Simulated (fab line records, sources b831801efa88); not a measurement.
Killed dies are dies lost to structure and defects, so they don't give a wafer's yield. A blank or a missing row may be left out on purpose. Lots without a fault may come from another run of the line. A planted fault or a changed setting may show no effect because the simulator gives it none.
Which tool did it? | flow sky130 | 24 lots, 72 wafers sampled, at 6 steps of a route of 708

WHAT THE GAUGES READ, wafer by wafer
SKY_VIA4_OVL_MEAS_11. Usual: VIA4_OVL -1.1 nm, standard deviation 1.6.
lot  | measured     | on         | VIA4_OVL (nm)  | flag
L074 | day 43 17:17 | overlay-01 | 0.1 2.1 1.6    |
L075 | day 43 17:43 | overlay-02 | -0.7 -0.6 -0.1 |
L077 | day 43 18:01 | overlay-02 | -4.8 -3.7 -2.9 |
L076 | day 43 19:25 | overlay-01 | -1.9 -4.0 -2.0 |
L078 | day 45 10:55 | overlay-02 | -0.5 -0.1 -0.4 |
L079 | day 45 11:46 | overlay-02 | 0.4 -0.6 -0.3  |
L081 | day 45 12:07 | overlay-02 | -1.7 -1.5 -4.2 |
L080 | day 45 12:58 | overlay-01 | -3.4 -3.9 -1.9 |
L082 | day 45 13:31 | overlay-02 | 0.5 0.1 -0.5   |
L084 | day 45 18:52 | overlay-02 | -2.8 -2.1 -1.5 |
L083 | day 45 21:13 | overlay-01 | 0.5 0.1 -0.2   |
L085 | day 45 21:49 | overlay-02 | -1.1 -1.6 -1.2 |
L086 | day 45 22:07 | overlay-01 | -1.4 -0.8 0.7  |
L087 | day 46 06:52 | overlay-01 | -1.7 -0.7 -1.9 |
L088 | day 46 15:22 | overlay-01 | -3.3 -4.6 -2.5 |
L089 | day 46 15:46 | overlay-01 | -0.9 -0.3 -0.7 |
L090 | day 47 06:46 | overlay-01 | 1.4 1.0 1.9    |
L091 | day 47 08:55 | overlay-02 | -1.3 -1.7 -1.4 |
L092 | day 47 12:04 | overlay-02 | -0.2 -0.7 -1.5 |
L093 | day 47 23:16 | overlay-02 | -2.5 -1.1 -2.9 |
L094 | day 48 00:59 | overlay-01 | -0.8 -1.8 -1.9 |
L095 | day 48 11:13 | overlay-01 | 0.0 -0.2 0.9   |
L096 | day 48 13:37 | overlay-01 | 0.1 1.4 -0.1   |
L097 | day 48 17:34 | overlay-01 | 0.2 0.6 0.8    |

SKY_VIA4_RS_MEAS_19: measures by four-point-probe. Usual: VIA4_W_RS 0.225 ohm/sq, standard deviation 0.0033.
lot  | measured     | on            | VIA4_W_RS (ohm/sq) | flag
L074 | day 43 18:14 | film_metro-01 | 0.227 0.220 0.220  |
L075 | day 43 18:37 | film_metro-04 | 0.221 0.221 0.223  |
L077 | day 43 19:02 | film_metro-04 | 0.225 0.228 0.225  |
L076 | day 43 20:28 | film_metro-01 | 0.226 0.226 0.225  |
L078 | day 45 11:50 | film_metro-01 | 0.222 0.223 0.226  |
L079 | day 45 12:41 | film_metro-04 | 0.228 0.221 0.219  |
L081 | day 45 13:02 | film_metro-04 | 0.219 0.222 0.215  |
L080 | day 45 13:52 | film_metro-01 | 0.220 0.225 0.225  |
L082 | day 45 14:26 | film_metro-01 | 0.227 0.221 0.218  |
L084 | day 45 19:48 | film_metro-02 | 0.221 0.229 0.221  |
L083 | day 45 22:10 | film_metro-04 | 0.222 0.220 0.226  |
L085 | day 45 22:47 | film_metro-02 | 0.223 0.226 0.224  |
L086 | day 45 23:08 | film_metro-01 | 0.227 0.228 0.219  |
L087 | day 46 07:52 | film_metro-04 | 0.228 0.226 0.218  |
L088 | day 46 16:25 | film_metro-01 | 0.222 0.221 0.227  |
L089 | day 46 16:51 | film_metro-01 | 0.228 0.228 0.227  |
L090 | day 47 07:41 | film_metro-01 | 0.225 0.226 0.226  |
L091 | day 47 09:51 | film_metro-02 | 0.224 0.225 0.225  |
L092 | day 47 12:59 | film_metro-01 | 0.225 0.222 0.222  |
L093 | day 48 00:11 | film_metro-04 | 0.226 0.226 0.226  |
L094 | day 48 01:59 | film_metro-01 | 0.226 0.231 0.226  |
L095 | day 48 12:08 | film_metro-02 | 0.227 0.228 0.230  |
L096 | day 48 14:31 | film_metro-01 | 0.222 0.224 0.224  |
L097 | day 48 18:30 | film_metro-01 | 0.221 0.230 0.227  |

SKY_PASSIVATION_THK_MEAS_01. Usual: PASSIVATION_CVD_00_THK 89.8 nm, standard deviation 1.3.
lot  | measured     | on            | PASSIVATION_CVD_00_THK (nm) | flag
L074 | day 44 18:24 | film_metro-02 | 89.8 91.1 89.6              |
L075 | day 44 18:26 | film_metro-04 | 89.8 87.3 91.2              |
L077 | day 44 19:31 | film_metro-02 | 90.4 91.1 88.3              |
L076 | day 44 20:37 | film_metro-02 | 90.7 88.7 89.3              |
L078 | day 46 10:27 | film_metro-02 | 89.8 91.1 91.3              |
L079 | day 46 11:18 | film_metro-03 | 87.3 90.4 90.5              |
L081 | day 46 11:29 | film_metro-02 | 90.8 88.8 90.0              |
L080 | day 46 12:26 | film_metro-03 | 89.8 88.6 91.3              |
L082 | day 46 13:08 | film_metro-04 | 89.5 91.9 90.2              |
L084 | day 46 16:37 | film_metro-04 | 89.4 88.7 90.4              |
L083 | day 46 19:28 | film_metro-02 | 89.1 90.4 90.9              |
L085 | day 46 20:59 | film_metro-02 | 89.2 88.8 90.7              |
L086 | day 46 21:19 | film_metro-03 | 88.4 89.6 88.7              |
L087 | day 47 07:20 | film_metro-02 | 90.1 92.6 91.8              |
L088 | day 47 14:31 | film_metro-03 | 88.1 88.2 89.7              |
L089 | day 47 14:49 | film_metro-04 | 89.6 87.9 91.1              |
L090 | day 48 05:48 | film_metro-03 | 89.2 89.1 89.8              |
L091 | day 48 08:19 | film_metro-04 | 88.7 90.9 91.5              |
L092 | day 48 10:53 | film_metro-02 | 89.5 89.2 91.1              |
L093 | day 48 20:54 | film_metro-02 | 89.7 87.8 91.8              |
L094 | day 48 22:08 | film_metro-02 | 91.0 89.2 89.9              |
L095 | day 49 07:22 | film_metro-03 | 90.0 92.0 91.6              |
L096 | day 49 09:46 | film_metro-04 | 91.0 93.7 90.0              |
L097 | day 49 13:10 | film_metro-02 | 88.2 89.4 90.2              |

WHICH TOOL RAN EACH LOT (tool, then ch and the chambers of the sampled wafers, then the start)
lot  | SKY_VIA4_SPUTTER_17          | SKY_METAL5_SPUTTER_02        | SKY_METAL5_SPUTTER_03
L074 | pvd_sputter-04, day 43 17:59 | pvd_sputter-01, day 43 18:44 | pvd_sputter-01, day 43 18:47
L075 | pvd_sputter-03, day 43 18:25 | pvd_sputter-01, day 43 19:40 | pvd_sputter-01, day 43 19:44
L077 | pvd_sputter-03, day 43 18:46 | pvd_sputter-01, day 43 20:18 | pvd_sputter-01, day 43 20:20
L076 | pvd_sputter-03, day 43 20:11 | pvd_sputter-04, day 43 21:10 | pvd_sputter-04, day 43 21:14
L078 | pvd_sputter-02, day 45 11:37 | pvd_sputter-01, day 45 12:21 | pvd_sputter-01, day 45 12:24
L079 | pvd_sputter-02, day 45 12:28 | pvd_sputter-01, day 45 13:13 | pvd_sputter-01, day 45 13:16
L081 | pvd_sputter-04, day 45 12:49 | pvd_sputter-04, day 45 13:34 | pvd_sputter-04, day 45 13:37
L080 | pvd_sputter-02, day 45 13:40 | pvd_sputter-01, day 45 14:26 | pvd_sputter-01, day 45 14:29
L082 | pvd_sputter-02, day 45 14:13 | pvd_sputter-01, day 45 14:59 | pvd_sputter-01, day 45 15:02
L084 | pvd_sputter-04, day 45 19:34 | pvd_sputter-04, day 45 20:34 | pvd_sputter-04, day 45 20:38
L083 | pvd_sputter-04, day 45 21:55 | pvd_sputter-02, day 45 22:40 | pvd_sputter-02, day 45 22:43
L085 | pvd_sputter-04, day 45 22:35 | pvd_sputter-01, day 45 23:19 | pvd_sputter-01, day 45 23:22
L086 | pvd_sputter-03, day 45 22:53 | pvd_sputter-04, day 45 23:37 | pvd_sputter-04, day 45 23:40
L087 | pvd_sputter-04, day 46 07:38 | pvd_sputter-04, day 46 10:10 | pvd_sputter-04, day 46 10:13
L088 | pvd_sputter-04, day 46 16:11 | pvd_sputter-02, day 46 17:07 | pvd_sputter-02, day 46 17:10
L089 | pvd_sputter-02, day 46 16:37 | pvd_sputter-01, day 46 17:22 | pvd_sputter-01, day 46 17:25
L090 | pvd_sputter-04, day 47 07:28 | pvd_sputter-04, day 47 08:13 | pvd_sputter-04, day 47 08:16
L091 | pvd_sputter-03, day 47 09:37 | pvd_sputter-04, day 47 10:27 | pvd_sputter-04, day 47 10:30
L092 | pvd_sputter-03, day 47 12:46 | pvd_sputter-04, day 47 13:31 | pvd_sputter-04, day 47 13:34
L093 | pvd_sputter-02, day 47 23:58 | pvd_sputter-01, day 48 00:43 | pvd_sputter-01, day 48 00:46
L094 | pvd_sputter-03, day 48 01:43 | pvd_sputter-04, day 48 02:27 | pvd_sputter-04, day 48 02:30
L095 | pvd_sputter-02, day 48 11:55 | pvd_sputter-01, day 48 12:40 | pvd_sputter-01, day 48 12:43
L096 | pvd_sputter-03, day 48 14:19 | pvd_sputter-01, day 48 15:03 | pvd_sputter-01, day 48 15:06
L097 | pvd_sputter-03, day 48 18:16 | pvd_sputter-04, day 48 19:01 | pvd_sputter-04, day 48 19:04
- SKY_VIA4_SPUTTER_17: material TiN, target thk 20 nm, time 80 s.
- SKY_METAL5_SPUTTER_02: material AlCu, target thk 1150 nm, time 61.2 s.
- SKY_METAL5_SPUTTER_03: material Ti, target thk 5 nm, time 3.3 s.

WHAT THE TOOLS THEMSELVES READ (means of the sampled wafers that have a number; where no wafer has one, the mark that the record gives instead)
SKY_VIA4_SPUTTER_17. Usual: throttle_valve_pct 30.1 %, standard deviation 0.88.
lot  | tool           | throttle_valve_pct (%) | flag
L074 | pvd_sputter-04 | 30.4                   |
L075 | pvd_sputter-03 | 29.8                   |
L077 | pvd_sputter-03 | 29.8                   |
L076 | pvd_sputter-03 | 30.3                   |
L078 | pvd_sputter-02 | 29.7                   |
L079 | pvd_sputter-02 | 30.3                   |
L081 | pvd_sputter-04 | 30.5                   |
L080 | pvd_sputter-02 | 29.3                   |
L082 | pvd_sputter-02 | 29.6                   |
L084 | pvd_sputter-04 | 29.8                   |
L083 | pvd_sputter-04 | 30.1                   |
L085 | pvd_sputter-04 | 30.2                   |
L086 | pvd_sputter-03 | 29.8                   |
L087 | pvd_sputter-04 | 30.8                   |
L088 | pvd_sputter-04 | 31.0                   |
L089 | pvd_sputter-02 | 29.7                   |
L090 | pvd_sputter-04 | 29.2                   |
L091 | pvd_sputter-03 | 30.4                   |
L092 | pvd_sputter-03 | 30.4                   |
L093 | pvd_sputter-02 | 29.6                   |
L094 | pvd_sputter-03 | 30.0                   |
L095 | pvd_sputter-02 | 29.6                   |
L096 | pvd_sputter-03 | 30.3                   |
L097 | pvd_sputter-03 | 30.4                   |

SKY_METAL5_SPUTTER_02. Usual: throttle_valve_pct 30.3 %, standard deviation 0.99.
lot  | tool           | throttle_valve_pct (%) | flag
L074 | pvd_sputter-01 | 30.7                   |
L075 | pvd_sputter-01 | 30.9                   |
L077 | pvd_sputter-01 | 30.8                   |
L076 | pvd_sputter-04 | 30.0                   |
L078 | pvd_sputter-01 | 30.7                   |
L079 | pvd_sputter-01 | 30.2                   |
L081 | pvd_sputter-04 | 30.2                   |
L080 | pvd_sputter-01 | 30.0                   |
L082 | pvd_sputter-01 | 30.0                   |
L084 | pvd_sputter-04 | 30.7                   |
L083 | pvd_sputter-02 | 29.9                   |
L085 | pvd_sputter-01 | 30.7                   |
L086 | pvd_sputter-04 | 29.6                   |
L087 | pvd_sputter-04 | 30.1                   |
L088 | pvd_sputter-02 | 30.6                   |
L089 | pvd_sputter-01 | 30.2                   |
L090 | pvd_sputter-04 | 31.3                   |
L091 | pvd_sputter-04 | 30.7                   |
L092 | pvd_sputter-04 | 29.7                   |
L093 | pvd_sputter-01 | 30.8                   |
L094 | pvd_sputter-04 | 29.1                   |
L095 | pvd_sputter-01 | 29.9                   |
L096 | pvd_sputter-01 | 30.1                   |
L097 | pvd_sputter-04 | 29.5                   |

SKY_METAL5_SPUTTER_03. Usual: throttle_valve_pct 30.3 %, standard deviation 0.97.
lot  | tool           | throttle_valve_pct (%) | flag
L074 | pvd_sputter-01 | 30.8                   |
L075 | pvd_sputter-01 | 30.7                   |
L077 | pvd_sputter-01 | 30.8                   |
L076 | pvd_sputter-04 | 30.1                   |
L078 | pvd_sputter-01 | 30.7                   |
L079 | pvd_sputter-01 | 30.1                   |
L081 | pvd_sputter-04 | 30.1                   |
L080 | pvd_sputter-01 | 30.0                   |
L082 | pvd_sputter-01 | 30.0                   |
L084 | pvd_sputter-04 | 30.6                   |
L083 | pvd_sputter-02 | 29.9                   |
L085 | pvd_sputter-01 | 30.8                   |
L086 | pvd_sputter-04 | 29.6                   |
L087 | pvd_sputter-04 | 30.1                   |
L088 | pvd_sputter-02 | 30.8                   |
L089 | pvd_sputter-01 | 30.2                   |
L090 | pvd_sputter-04 | 31.2                   |
L091 | pvd_sputter-04 | 30.7                   |
L092 | pvd_sputter-04 | 29.6                   |
L093 | pvd_sputter-01 | 30.8                   |
L094 | pvd_sputter-04 | 29.3                   |
L095 | pvd_sputter-01 | 30.2                   |
L096 | pvd_sputter-01 | 29.9                   |
L097 | pvd_sputter-04 | 29.8                   |

THE ANSWER, worked out from the rows above alone
Rule: a lot is off if the mean of its wafers that have a number lies more than 3 standard deviations from the usual mean. A lot without any number at a reading at which 4 lots or more have one is off too. The other lots that the step has rows for count as sound. The gauges are gone through in route order, then the tools' own readings, and for those a lot's mean is taken as printed above. The first step at which some lot is off is used, and at that step the reading that is off furthest; a lot without a number counts as furthest.
No lot is off at any reading shown: from this, nothing can be told.

WHAT THE SIMULATOR HAD PUT IN
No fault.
